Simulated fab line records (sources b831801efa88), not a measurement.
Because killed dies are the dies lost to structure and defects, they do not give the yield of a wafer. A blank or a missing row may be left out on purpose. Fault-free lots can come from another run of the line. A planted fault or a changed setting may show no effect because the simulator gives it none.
Chamber matching | flow sfq line | 4 sister chambers for SFQ_TRILAYER_I7_VIA_ETCH_VIA_ETCH_190 on rie diel-02
The step etches SiO2 in CHF3, stops on Nb, target depth 260 nm. 8 wafers are shown with their chamber, then 7 later ones without.

## WAFERS PAIRED WITH THEIR CHAMBERS
wafer  | chamber | drypump motor current A (A) | oes product au (a.u.)
L693.1 | 2       | 6.4                         | 0.859
L705.2 | 2       | 6.3                         | 0.862
L705.6 | 1       | 5.0                         | 0.846
L706.1 | 0       | 6.1                         | 0.851
L706.4 | 3       | 6.3                         | 0.857
L706.5 | 1       | 5.0                         | 0.851
L707.2 | 0       | 6.1                         | 0.854
L707.4 | 3       | 6.3                         | 0.857

## WAFERS MISSING THEIR CHAMBER
wafer  | drypump motor current A (A) | oes product au (a.u.)
L707.6 | 6.3                         | 0.855
L708.1 | 6.3                         | 0.860
L708.5 | 5.0                         | 0.850
L708.6 | 6.1                         | 0.849
L709.1 | 5.0                         | 0.846
L709.5 | 6.3                         | 0.847
L709.6 | 6.0                         | 0.854

## WHICH CHAMBER EACH WENT THROUGH
wafer  | from the rows above          | in truth
L707.6 | can't be placed: 3 or 2      | 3
L708.1 | can't be placed: 3 or 2      | 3
L708.5 | 1                            | 1
L708.6 | 0                            | 0
L709.1 | 1                            | 1
L709.5 | can't be placed: 3 or 2 or 0 | 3
L709.6 | 0                            | 0
Correctly placed: 4 of 7. Not placeable from these rows: 3 (in 3, the candidates include the true chamber). Number placed wrongly: 0.
How it was worked out, from the rows above alone: a wafer's distance from a chamber is the root of the sum, over the readings, of the square of ((its reading less the chamber's mean) divided by the reading's scatter). The wafer belongs to the nearest chamber; if the next one is less than 2 further off, it can't be placed. Each chamber's mean is taken over the wafers shown for it. The scatter: take each reading less its chamber's mean, square it, sum over the shown wafers, divide by the number of wafers less the number of chambers, and take the root.
